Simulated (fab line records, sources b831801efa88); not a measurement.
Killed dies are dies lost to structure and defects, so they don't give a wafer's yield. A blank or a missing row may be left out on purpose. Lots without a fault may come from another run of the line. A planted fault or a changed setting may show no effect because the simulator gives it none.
Which tool did it? | flow gf180mcu | 12 lots, 36 wafers sampled, at 6 steps of a route of 602

WHAT THE GAUGES READ, wafer by wafer
GF_STI_THK_MEAS_04.
lot  | measured    | on            | STI_CVD_03_THK (nm)
L517 | day 1 13:59 | film_metro-01 | 206.3 207.4 204.6
L518 | day 1 18:44 | film_metro-02 | 208.7 210.8 210.9
L519 | day 2 00:08 | film_metro-01 | 204.4 204.0 207.7
L520 | day 2 04:34 | film_metro-04 | 207.3 206.0 207.2
L521 | day 2 10:29 | film_metro-02 | 206.2 205.4 204.3
L522 | day 2 15:55 | film_metro-02 | 208.2 210.0 208.7
L523 | day 2 19:43 | film_metro-02 | 206.3 206.5 206.0
L524 | day 3 00:35 | film_metro-02 | 207.5 207.3 206.4
L525 | day 3 05:34 | film_metro-02 | 206.9 206.8 207.6
L526 | day 3 11:23 | film_metro-01 | 207.8 208.9 206.4
L531 | day 4 11:56 | film_metro-01 | 218.5 220.2 219.6
L533 | day 4 21:34 | film_metro-04 | 216.8 217.3 218.1

GF_LVPWELL_OVL_MEAS_07.
lot  | measured    | on         | LVPWELL_OVL (nm)
L517 | day 3 20:41 | overlay-01 | -1.2 -0.8 -0.3
L518 | day 4 01:58 | overlay-01 | -0.8 -2.4 -1.1
L519 | day 4 08:01 | overlay-01 | 1.0 0.5 1.3
L520 | day 4 11:37 | overlay-01 | -1.3 -1.2 -0.7
L521 | day 4 21:19 | overlay-02 | -3.3 -2.5 -1.0
L522 | day 5 02:10 | overlay-01 | -1.4 -0.2 -1.6
L523 | day 5 06:55 | overlay-02 | -1.0 -1.7 -0.2
L524 | day 5 13:34 | overlay-01 | 0.5 -0.3 -0.8
L525 | day 5 18:04 | overlay-02 | -2.2 -2.2 -2.3
L526 | day 5 23:28 | overlay-02 | -0.5 0.5 -1.0
L531 | day 7 02:22 | overlay-01 | 0.1 -0.3 0.9
L533 | day 7 13:37 | overlay-01 | 0.8 0.6 0.5

GF_VT_IMPLANT_TW_MEAS_21.
lot  | measured     | on            | VT_IMPLANT_2_TW
L517 | day 6 06:52  | film_metro-03 | 1215 1216 1214
L518 | day 6 11:34  | film_metro-02 | 1202 1198 1208
L519 | day 6 18:00  | film_metro-04 | 1208 1208 1207
L520 | day 6 23:38  | film_metro-02 | 1208 1207 1206
L521 | day 7 08:29  | film_metro-04 | 1196 1196 1204
L522 | day 7 15:43  | film_metro-02 | 1217 1216 1212
L523 | day 7 20:14  | film_metro-02 | 1215 1220 1214
L524 | day 8 04:01  | film_metro-02 | 1217 1223 1212
L525 | day 8 10:03  | film_metro-03 | 1215 1213 1217
L526 | day 8 15:46  | film_metro-03 | 1220 1210 1222
L531 | day 9 22:08  | film_metro-02 | 1216 1218 1213
L533 | day 10 09:35 | film_metro-02 | 1213 1202 1206

GF_VT_IMPLANT_TW_MEAS_43.
lot  | measured     | on            | VT_IMPLANT_4_TW
L517 | day 7 13:34  | film_metro-03 | 691 691 692
L518 | day 7 19:13  | film_metro-03 | 692 690 690
L519 | day 8 00:56  | film_metro-03 | 694 696 694
L520 | day 8 07:09  | film_metro-03 | 694 694 693
L521 | day 8 17:17  | film_metro-02 | 690 693 692
L522 | day 9 00:55  | film_metro-04 | 688 691 691
L523 | day 9 06:36  | film_metro-02 | 690 694 696
L524 | day 9 14:25  | film_metro-04 | 689 686 690
L525 | day 9 20:17  | film_metro-02 | 696 689 693
L526 | day 10 02:58 | film_metro-02 | 686 685 685
L531 | day 11 10:33 | film_metro-04 | 685 685 685
L533 | day 11 22:32 | film_metro-03 | 689 694 692

WHICH TOOL RAN EACH LOT (tool, then ch and the chambers of the sampled wafers, then the start)
lot  | GF_STI_CVD_03              | GF_STI_ETCH_13
L517 | lpcvd-01 ch 0, day 1 11:58 | rie_diel-04 ch 0,2, day 2 01:37
L518 | lpcvd-01 ch 0, day 1 16:44 | rie_diel-02 ch 0,1, day 2 06:40
L519 | lpcvd-01 ch 1, day 1 22:09 | rie_diel-04 ch 0,2, day 2 12:08
L520 | lpcvd-02 ch 0, day 2 02:35 | rie_diel-01 ch 0,1,2, day 2 15:47
L521 | lpcvd-01 ch 0, day 2 08:30 | rie_diel-04 ch 0,1,3, day 2 22:37
L522 | lpcvd-02 ch 1, day 2 12:55 | rie_diel-04 ch 2,3, day 3 04:26
L523 | lpcvd-02 ch 1, day 2 17:44 | rie_diel-04 ch 0,2,3, day 3 08:22
L524 | lpcvd-02 ch 1, day 2 22:34 | rie_diel-02 ch 2,3, day 3 13:49
L525 | lpcvd-02 ch 1, day 3 03:34 | rie_diel-04 ch 1,2,3, day 3 18:31
L526 | lpcvd-01 ch 0, day 3 09:24 | rie_diel-02 ch 2,3, day 4 00:22
L531 | lpcvd-02 ch 0, day 4 09:57 | rie_diel-01 ch 1,2,3, day 5 01:02
L533 | lpcvd-02 ch 0, day 4 19:34 | rie_diel-02 ch 1,2, day 5 11:29
- GF_STI_CVD_03: deposits Si3N4 from DCS/NH3, target thk 207.16 nm, time 3551 s.
- GF_STI_ETCH_13: etches the open film in CHF3/O2, stops on Si, target depth 282.31 nm, time 112.9 s.

WHAT THE TOOLS THEMSELVES READ (means of the sampled wafers that have a number; where no wafer has one, the mark that the record gives instead)
GF_STI_CVD_03.
lot  | tool     | pressure_mtorr (mTorr)
L517 | lpcvd-01 | 250.0
L518 | lpcvd-01 | 250.6
L519 | lpcvd-01 | 250.7
L520 | lpcvd-02 | 249.4
L521 | lpcvd-01 | 250.2
L522 | lpcvd-02 | 250.5
L523 | lpcvd-02 | 250.0
L524 | lpcvd-02 | 249.2
L525 | lpcvd-02 | 250.0
L526 | lpcvd-01 | 249.5
L531 | lpcvd-02 | 300.3
L533 | lpcvd-02 | 300.3

GF_STI_ETCH_13.
lot  | tool        | bias_w (W) | drypump_motor_current_A (A) | oes_product_au (a.u.) | throttle_valve_pct (%)
L517 | rie_diel-04 | 200.0      | 5.5                         | 0.827                 | 8.815
L518 | rie_diel-02 | 199.7      | 6.3                         | 0.840                 | 8.822
L519 | rie_diel-04 | 200.2      | 5.4                         | 0.831                 | 8.810
L520 | rie_diel-01 | 200.3      | 5.7                         | 0.834                 | 8.810
L521 | rie_diel-04 | 199.7      | 6.2                         | 0.830                 | 8.813
L522 | rie_diel-04 | 200.0      | 5.6                         | 0.834                 | 8.815
L523 | rie_diel-04 | 199.6      | 5.8                         | 0.828                 | 8.804
L524 | rie_diel-02 | 200.1      | 5.4                         | 0.833                 | 8.809
L525 | rie_diel-04 | 199.8      | 6.0                         | 0.835                 | 8.807
L526 | rie_diel-02 | 199.4      | 5.8                         | 0.831                 | 8.813
L531 | rie_diel-01 | 199.4      | 5.7                         | 0.852                 | 8.817
L533 | rie_diel-02 | 199.6      | 5.4                         | 0.853                 | 8.816

THE ANSWER, worked out from the rows above alone
Rule: what is usual is taken from the lots themselves. Put in order of their means at a reading, lots are off if they are a third of the lots or fewer, leave a main group of 4 or more, and stand apart from it by a gap of 3 or more times the standard deviation of the main group's means; of several such gaps the widest counts. A main group whose means are all the same, to the digits that the tables above print for the reading, isn't used. A lot without any number at a reading at which 4 lots or more have one is off too. The other lots that the step has rows for count as sound. The gauges are gone through in route order, then the tools' own readings, and for those a lot's mean is taken as printed above. The first step at which some lot is off is used, and at that step the reading that is off furthest; a lot without a number counts as furthest.
Off: L531, L533, at GF_STI_THK_MEAS_04 (STI_CVD_03_THK). The main group: mean 207.1 nm, standard deviation 1.5.
A tool fits if, at a process step before that reading, it ran every lot that is off, and no sound lot after the first of them. The gauges at GF_STI_THK_MEAS_04 aren't tried: what is off there is off at GF_STI_CVD_03 too, on other tools, and a gauge's error can't cause that. One fits: lpcvd-02 at GF_STI_CVD_03. Its last sound lot is L525 (day 3 03:34), its first lot that is off L531 (day 4 09:57): a fault that began between those two fits.
The tool's own readings at GF_STI_CVD_03 bear it out: on the lots that are off they differ by more than 5 times the standard deviation of the sound lots' means. pressure_mtorr reads 300.3 mTorr there against 250.0 mTorr on the sound lots.

WHAT THE SIMULATOR HAD PUT IN
Process parameter drift: lpcvd-02, from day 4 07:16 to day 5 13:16, at GF_STI_CVD_03. Setting pressure_mtorr, moved by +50, from 250. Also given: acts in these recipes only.
Lots struck among those shown: L531, L533. The rule above found the same.
